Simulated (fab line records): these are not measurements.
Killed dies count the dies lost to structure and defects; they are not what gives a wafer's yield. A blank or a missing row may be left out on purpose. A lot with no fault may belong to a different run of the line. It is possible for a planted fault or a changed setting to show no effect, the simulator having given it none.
Comparing a struck lot with a sound one	flow gf180mcu	19 out of 602 route steps
Sound: wafers L817.1, L817.3, L817.4. The struck wafers were L826.3, L826.4, L826.5. The cause is given at the end.
Per side, at each step with rows, come the tool, then ch with its chambers, and then its first start. Under that, the readings that differ: sound wafers	struck wafers	difference of the means	sigmas: that difference in standard deviations of wafers without a fault.
alike: readings with means less than 2 such deviations apart, plus words and numbers identical on both sides. not compared: withheld readings, readings lacking a value on some wafer, bounds such as >300 that could conceal the same value, and numbers that have no deviation in the record and whose values overlap.
Wherever a step has rows on one side only, a row that says differs or no value, or a row with sigmas, the two part there. Non-overlapping numbers with no deviation appear without sigmas and do not part them. A reading missing from all wafers of one side parts the sides only when that side holds two or more wafers.

first, 1 step without rows for these wafers: GF_V3_CMP_26 (polishes, stops on SiO2, t overpolish 15 s, target thk 0 nm).
GF_M4_SPUTTER_00: material Ti, target thk 37.5 nm, time 150 s.
  sound: pvd sputter-04 at day 27 08:40; struck: pvd sputter-01 at day 30 04:35
  alike: throttle valve pct
GF_M4_SPUTTER_01: material TiN, target thk 30 nm, time 25 s.
  sound: pvd sputter-04 at day 27 08:46; struck: pvd sputter-01 at day 30 04:41
  alike: throttle valve pct
then, 1 step without rows for these wafers: GF_M4_SPUTTER_02 (material AlCu, target thk 450 nm, time 23.9 s).
GF_M4_SPUTTER_03: material Ti, target thk 10 nm, time 6.7 s.
  sound: pvd sputter-04 at day 27 08:50; struck: pvd sputter-01 at day 30 04:45
  alike: throttle valve pct
GF_M4_SPUTTER_04: material TiN, target thk 50 nm, time 41.7 s.
  sound: pvd sputter-04 at day 27 08:51; struck: pvd sputter-01 at day 30 04:46
  alike: throttle valve pct
GF_M4_RS_MEAS_05: a four-point-probe measurement.
  sound: film metro-02 at day 27 08:53; struck: film metro-03 at day 30 04:51
  alike: M4_ALCU_RS
GF_M4_THK_MEAS_06: measures by xrf.
  sound: film metro-02 at day 27 09:01; struck: film metro-03 at day 30 04:57
  alike: M4_ALCU_THK
then, 4 steps without rows for these wafers: GF_M4_DEHYDRATE_07 (time 60 s); GF_M4_HMDS_08 (prime time 60 s); GF_M4_COAT_09 (resist thk 1000 nm); GF_M4_SOFTBAKE_10 (time 60 s).
GF_M4_EXPOSE_11: exposes mask Metal4, target cd 280 nm.
  sound on krf scanner-01 ch 0, day 27 19:25; struck on krf scanner-01 ch 0, day 30 14:29
reading	sound	struck	difference	sigmas
model.M4.overlay x nm (nm)	-2.385 -2.385 -2.385	46.54 46.54 46.54	+48.92	
  alike: mask, focus offset nm
then, 2 steps without rows for these wafers: GF_M4_PEB_12 (peb time 90 s); GF_M4_DEVELOP_13 (develop time 60 s).
GF_M4_CD_MEAS_14 targets a cd of 280 nm.
  sound: cd sem-02 at day 28 04:47; struck: cd sem-01 at day 30 23:12
  alike: cd nm
GF_M4_OVL_MEAS_15:
  sound: overlay-02 at day 28 04:54; struck: overlay-02 at day 30 23:29
reading	sound	struck	difference	sigmas
M4_OVL (nm)	-5 -9 -6	46 51 51	+56	+11
  not compared: hold
GF_M4_METAL_ETCH_16: etches the open film in Cl2/BCl3, stops on SiO2, target depth 750.8 nm, time 125.1 s.
  sound on rie metal-02 ch 0,1, day 28 04:56; struck on rie metal-02 ch 0,1, day 31 00:55
reading	sound	struck	difference	sigmas
hold	- - -	await dispo/1.4h/release await dispo/1.4h/release await dispo/1.4h/release	no value on the sound wafers	
  alike: drypump motor current A, he backside leak sccm, oes product au, throttle valve pct
  not compared: rf hours counter h
-- the record jumps here: 4 days lie between the struck wafers' starts before and after (it left off in module M4 and takes up again in module PASSIVATION, whose first step shown is number 602 of the route) --
GF_PASSIVATION_PROBE_99:
  rows exist in the record for the struck wafers here (prober-02, day 35 08:58), but not for the sound ones

== WHERE THEY PART ==
Earliest at GF_M4_OVL_MEAS_15; latest, in this record, at GF_PASSIVATION_PROBE_99.

WHY: what had been put in by the simulator
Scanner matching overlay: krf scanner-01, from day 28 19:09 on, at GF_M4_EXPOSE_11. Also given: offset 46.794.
